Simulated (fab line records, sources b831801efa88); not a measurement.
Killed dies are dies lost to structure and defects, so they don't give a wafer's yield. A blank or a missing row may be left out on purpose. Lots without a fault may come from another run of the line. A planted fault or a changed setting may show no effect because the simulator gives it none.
fab line records | flow sky130
record lots=14 wafers=42 last_day=50
route steps=708 shown VT_ADJUST_HVTP@92 SONOS_ONO@182 GATE_OXIDE@188
lots that met no fault: from a run of the same line without faults
start_h: hours from the record's first day to the start of the lot's first wafer shown | wait_h: hours since the lot's step before | " the same as in the row above | L1.1+2: a row that stands for several wafers | - no value, or no start given | * or withheld: withheld | < > ~ a bound
route shown NAME@n: a module of which the file shows steps, and the number in the route of the first | usual: mean/standard deviation of fault-free wafers | same: alike in all rows | chamber/n: place in a boat | sites: the reading at each site | _std_site: their standard deviation | _edge_site: outer sites' mean less inner sites' | radius_mm: how far each site lies from the wafer's centre | mask NAME#n: copy n | behind: the tool/chamber that last shaped the wafer | hold: why the lot was held/for how many hours/how that ended | device: the transistor (n, p or np) that didn't switch | end of line: the same wafers' tests at the end of the route | a step without rows: its recipe alone | killed: dies lost to structure and defects at the first sort, not the wafer's yield | map: a wafer's dies, x killed, . not, _ none there
set.NAME: the setting as run; set.NAME@STEP: as run at that earlier step | model.NAME: the simulator's own value behind a step, which no gauge read
steps of the route over a sample of lots; a table a step, a row a wafer
services: from which hour (start_h, from the record's first day; less than 0 if before it) a tool's chamber was out of use, for how many hours, and why
## steps
# step SKY_VT_ADJUST_HVTP_CD_MEAS_07
# recipe target_cd_nm=380
# usual cd_nm=379.9/2.5
# columns lot.wafer tool chamber start_h wait_h cd_nm
L595.1 cd_sem-02 - 144.95 0.1 379.8
L595.4 " - " " 379.6
L595.5 " - " " 381.4
L594.1 cd_sem-02 - 145.85 0.1 378.5
L594.3 " - " " 380.3
L594.6 " - " " 379.1
L596.1 cd_sem-02 - 163.50 0.1 379.0
L596.4 " - " " 380.1
L596.5 " - " " 376.5
L598.1 cd_sem-02 - 175.15 0.1 381.6
L598.4 " - " " 383.2
L598.5 " - " " 381.0
L601.1 cd_sem-02 - 187.35 0.1 376.6
L601.3 " - " " 379.5
L601.6 " - " " 378.9
L603.3 cd_sem-01 - 193.89 0.1 382.7
L603.5 " - " " 380.0
L603.6 " - " " 382.2
L605.3 cd_sem-01 - 202.33 0.1 378.2
L605.5 " - " " 378.3
L605.6 " - " " 376.8
L606.1 cd_sem-02 - 206.64 0.1 377.9
L606.2 " - " " 381.1
L606.6 " - " " 380.4
L608.2 cd_sem-01 - 214.02 0.1 381.0
L608.3 " - " " 379.6
L608.4 " - " " 380.9
L613.1 cd_sem-01 - 244.50 0.1 375.6
L613.4 " - " " 376.9
L613.5 " - " " 379.1
L614.2 cd_sem-01 - 246.47 0.1 380.0
L614.4 " - " " 377.4
L614.5 " - " " 378.4
L615.1 cd_sem-02 - 253.84 0.1 382.2
L615.3 " - " " 385.4
L615.5 " - " " 384.2
L616.1 cd_sem-01 - 262.25 0.1 380.5
L616.2 " - " " 380.5
L616.6 " - " " 379.4
L617.1 cd_sem-02 - 269.50 0.1 376.9
L617.2 " - " " 376.4
L617.6 " - " " 376.6
# step SKY_SONOS_ONO_OVL_MEAS_14
# usual SONOS_ONO_OVL=0.6/1.4
# columns lot.wafer tool chamber start_h wait_h SONOS_ONO_OVL[nm]
L595.1 overlay-01 - 308.21 0.1 0.4
L595.4 " - " " -0.8
L595.5 " - " " -0.1
L594.1 overlay-01 - 309.27 0.1 -1.7
L594.3 " - " " 1.6
L594.6 " - " " -0.1
L596.1 overlay-01 - 333.62 0.1 0.2
L596.4 " - " " 1.7
L596.5 " - " " -0.9
L598.1 overlay-02 - 350.17 0.1 2.6
L598.4 " - " " 2.7
L598.5 " - " " -1.2
L601.1 overlay-02 - 363.32 0.1 0.1
L601.3 " - " " -0.9
L601.6 " - " " -2.3
L603.3 overlay-02 - 370.73 0.1 0.1
L603.5 " - " " 1.9
L603.6 " - " " -0.7
L605.3 overlay-01 - 384.83 0.1 1.0
L605.5 " - " " 1.5
L605.6 " - " " 1.8
L606.1 overlay-02 - 391.47 0.1 1.4
L606.2 " - " " 2.5
L606.6 " - " " 0.5
L608.2 overlay-02 - 401.03 0.1 1.2
L608.3 " - " " -0.7
L608.4 " - " " 2.1
L613.1 overlay-01 - 435.67 0.1 1.7
L613.4 " - " " -1.4
L613.5 " - " " -1.2
L614.2 overlay-02 - 447.03 0.1 0.9
L614.4 " - " " 1.3
L614.5 " - " " 1.0
L615.1 overlay-01 - 456.82 0.1 3.1
L615.3 " - " " 1.2
L615.5 " - " " 2.5
L616.1 overlay-02 - 467.51 0.1 0.5
L616.2 " - " " 4.3
L616.6 " - " " 0.3
L617.1 overlay-01 - 474.17 0.1 -0.2
L617.2 " - " " 0.8
L617.6 " - " " 0.2
# step SKY_GATE_OXIDE_OXIDATION_01
# recipe temp_c=900 ambient=O2 stabilise_s=600 purge_s=300 target_thk_a=102.68 ox_time_s=1473
# usual ox_temp_c=900.0/0.38 ox_temp_c_max=904.4/1.6
# columns lot.wafer tool chamber start_h wait_h ox_temp_c ox_temp_c_max
L595.1 furnace-01 0 308.57 0.0 899.8 902.5
L595.4 " 0 " " 899.6 903.7
L595.5 " 0 " " 900.0 903.6
L594.1 furnace-01 0 309.98 0.3 899.8 902.9
L594.3 " 0 " " 899.8 904.0
L594.6 " 0 " " 900.2 903.5
L596.1 furnace-01 0 333.99 0.0 900.5 904.3
L596.4 " 0 " " 900.0 903.4
L596.5 " 0 " " 900.1 903.9
L598.1 furnace-01 0 351.63 1.0 900.5 903.9
L598.4 " 0 " " 900.2 903.3
L598.5 " 0 " " 900.9 904.4
L601.1 furnace-02 0 365.84 2.1 900.0 907.4
L601.3 " 0 " " 899.7 907.8
L601.6 " 0 " " 899.7 906.7
L603.3 furnace-01 0 372.80 1.7 900.3 904.1
L603.5 " 0 " " 900.3 903.3
L603.6 " 0 " " 900.1 902.8
L605.3 furnace-01 0 387.27 2.1 899.9 903.1
L605.5 " 0 " " 900.4 904.2
L605.6 " 0 " " 900.3 903.8
L606.1 furnace-01 - 394.41 2.6 - -
L606.2 " - " " - -
L606.6 " - " " - -
L608.2 furnace-01 - 411.06 9.7 - -
L608.3 " - " " - -
L608.4 " - " " - -
L613.1 furnace-01 0 437.94 1.9 900.4 903.9
L613.4 " 0 " " 900.2 903.9
L613.5 " 0 " " 900.2 903.7
L614.2 furnace-01 0 448.42 1.0 899.0 901.9
L614.4 " 0 " " 899.4 902.9
L614.5 " 0 " " 899.6 902.4
L615.1 furnace-01 0 458.30 1.1 899.9 903.5
L615.3 " 0 " " 900.1 903.9
L615.5 " 0 " " 900.0 903.8
L616.1 furnace-01 0 468.54 0.7 900.2 903.1
L616.2 " 0 " " 900.4 904.6
L616.6 " 0 " " 899.8 903.0
L617.1 furnace-02 0 474.53 0.0 899.9 906.1
L617.2 " 0 " " 900.4 908.4
L617.6 " 0 " " 900.5 906.8
# step SKY_GATE_OXIDE_TW_MEAS_14
# usual GATE_OXIDE_TW=225.0/1.4
# columns lot.wafer tool chamber start_h wait_h GATE_OXIDE_TW
L595.1 film_metro-03 - 336.43 0.1 224.0
L595.4 " - " " 222.5
L595.5 " - " " 222.1
L594.1 film_metro-02 - 338.29 0.1 225.3
L594.3 " - " " 225.3
L594.6 " - " " 223.4
L596.1 film_metro-02 - 363.19 0.1 225.3
L596.4 " - " " 225.5
L596.5 " - " " 226.6
L598.1 film_metro-04 - 380.75 0.1 226.5
L598.4 " - " " 226.6
L598.5 " - " " 227.2
L601.1 film_metro-04 - 396.59 0.1 225.4
L601.3 " - " " 226.1
L601.6 " - " " 226.1
L603.3 film_metro-02 - 402.81 0.1 224.3
L603.5 " - " " 224.1
L603.6 " - " " 224.2
L605.3 film_metro-02 - 417.20 0.1 224.9
L605.5 " - " " 225.0
L605.6 " - " " 225.6
L606.1 film_metro-02 - 423.93 0.1 224.4
L606.2 " - " " 224.6
L606.6 " - " " 224.0
L608.2 film_metro-02 - 441.64 0.1 223.6
L608.3 " - " " 223.5
L608.4 " - " " 225.9
L613.1 film_metro-03 - 470.63 0.1 223.7
L613.4 " - " " 223.7
L613.5 " - " " 223.9
L614.2 film_metro-04 - 480.61 0.1 226.0
L614.4 " - " " 226.0
L614.5 " - " " 225.4
L615.1 film_metro-03 - 490.14 0.1 223.6
L615.3 " - " " 221.8
L615.5 " - " " 222.8
L616.1 film_metro-04 - 500.80 0.1 225.2
L616.2 " - " " 225.7
L616.6 " - " " 224.1
L617.1 film_metro-04 - 506.04 0.1 227.8
L617.2 " - " " 226.7
L617.6 " - " " 228.8
## services
# columns tool chamber start_h hours kind
furnace-01 - 288.33 3.1 pm
furnace-01 - 320.34 3.1 pm
furnace-02 - 368.59 3.5 pm
## key
first_sign step=SKY_GATE_OXIDE_OXIDATION_01 reading=tool_record direction=missing
effect none on later readings
met_at SKY_GATE_OXIDE_OXIDATION_01
struck_lots L606,L608
later_rows_left_out L606.1,L606.2,L606.6,L608.2,L608.3,L608.4
sort_left_out L606.1,L606.2,L606.6,L608.2,L608.3,L608.4
tester_left_out L606,L608
not_acting_at SKY_VT_ADJUST_HVTP_CD_MEAS_07,SKY_SONOS_ONO_OVL_MEAS_14,SKY_GATE_OXIDE_TW_MEAS_14
onset_between 387.27 394.41
fault kind=skipped_step_whole tool=furnace-01 chamber=- onset_h=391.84 steps=SKY_GATE_OXIDE_OXIDATION_01 scope=struck_lots_only
# tester_left_out: of these lots the tester's yield and bins aren't shown, on N5 and GAA mostly nor the transistor test; their killed dies are dies lost to structure and defects alone, not to doping, threshold or leakage, so they don't give the yield
# sort_left_out: the simulated sort isn't trusted on such a fault, so these wafers' sort isn't shown, and their yield isn't known
# later_rows_left_out: the simulator's readings of these wafers behind a module that went badly wrong aren't trusted and aren't shown, but for the sort
